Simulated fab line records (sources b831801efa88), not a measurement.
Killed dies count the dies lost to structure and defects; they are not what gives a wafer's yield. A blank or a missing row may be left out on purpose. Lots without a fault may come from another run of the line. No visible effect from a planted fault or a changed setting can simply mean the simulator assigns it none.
Chamber matching / flow sky130 / SKY_VIA1_CMP_02 on cmp-01: 4 sister chambers
The step polishes SiO2. 16 wafers are shown with their chamber, then 8 later ones without.

WAFERS PAIRED WITH THEIR CHAMBERS
wafer=L313.1; chamber=3; motor-current-A (A)=9.8; slurry-flow-ml-min=149.2
wafer=L313.3; chamber=2; motor-current-A (A)=13.3; slurry-flow-ml-min=149.3
wafer=L313.5; chamber=0; motor-current-A (A)=12.4; slurry-flow-ml-min=150.7
wafer=L314.1; chamber=3; motor-current-A (A)=10.3; slurry-flow-ml-min=149.0
wafer=L314.3; chamber=2; motor-current-A (A)=12.5; slurry-flow-ml-min=149.9
wafer=L314.6; chamber=1; motor-current-A (A)=11.7; slurry-flow-ml-min=150.4
wafer=L315.2; chamber=0; motor-current-A (A)=13.8; slurry-flow-ml-min=150.2
wafer=L315.3; chamber=1; motor-current-A (A)=11.3; slurry-flow-ml-min=149.8
wafer=L315.4; chamber=3; motor-current-A (A)=9.9; slurry-flow-ml-min=149.9
wafer=L317.1; chamber=2; motor-current-A (A)=13.3; slurry-flow-ml-min=149.7
wafer=L317.4; chamber=0; motor-current-A (A)=13.1; slurry-flow-ml-min=150.0
wafer=L317.5; chamber=1; motor-current-A (A)=11.0; slurry-flow-ml-min=150.2
wafer=L318.2; chamber=1; motor-current-A (A)=11.3; slurry-flow-ml-min=150.1
wafer=L318.4; chamber=2; motor-current-A (A)=12.4; slurry-flow-ml-min=149.9
wafer=L318.6; chamber=0; motor-current-A (A)=12.4; slurry-flow-ml-min=150.3
wafer=L319.1; chamber=2; motor-current-A (A)=12.2; slurry-flow-ml-min=150.2

SIGNATURES (averages over the wafers above)
reading=motor-current-A; chamber 0=12.925; chamber 1=11.325; chamber 2=12.740; chamber 3=10.000; scatter within a chamber=0.485
reading=slurry-flow-ml-min; chamber 0=150.300; chamber 1=150.125; chamber 2=149.800; chamber 3=149.367; scatter within a chamber=0.333
Rule: distance of a wafer from a chamber = root of the sum over the readings of ((wafer's reading minus chamber's mean) / reading's scatter) squared. If the next closest chamber is less than 2 further off than the closest, the wafer can't be placed; otherwise it belongs to the closest. How the scatter is found: for the shown wafers, subtract from each reading the mean of its chamber, square and add these, divide the total by (wafers less chambers), then take the root.

WAFERS MISSING THEIR CHAMBER
wafer=L319.2; motor-current-A (A)=11.6; slurry-flow-ml-min=150.7
wafer=L319.4; motor-current-A (A)=9.3; slurry-flow-ml-min=149.9
wafer=L321.2; motor-current-A (A)=9.5; slurry-flow-ml-min=148.5
wafer=L321.3; motor-current-A (A)=13.3; slurry-flow-ml-min=149.7
wafer=L321.5; motor-current-A (A)=12.8; slurry-flow-ml-min=149.7
wafer=L324.2; motor-current-A (A)=11.9; slurry-flow-ml-min=149.6
wafer=L324.3; motor-current-A (A)=13.1; slurry-flow-ml-min=150.6
wafer=L324.4; motor-current-A (A)=12.9; slurry-flow-ml-min=149.8

THE CHAMBER EACH PASSED THROUGH
wafer=L319.2; from the rows above=can't be placed: 1 or 0 or 2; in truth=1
wafer=L319.4; from the rows above=3; in truth=3
wafer=L321.2; from the rows above=3; in truth=3
wafer=L321.3; from the rows above=can't be placed: 2 or 0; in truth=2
wafer=L321.5; from the rows above=can't be placed: 2 or 0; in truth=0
wafer=L324.2; from the rows above=can't be placed: 2 or 1 or 0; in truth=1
wafer=L324.3; from the rows above=can't be placed: 0 or 2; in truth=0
wafer=L324.4; from the rows above=can't be placed: 2 or 0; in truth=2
2 of 8 placed correctly. Unplaceable from these rows: 6, with the true chamber sitting among the candidates in 6. 0 placed wrongly.
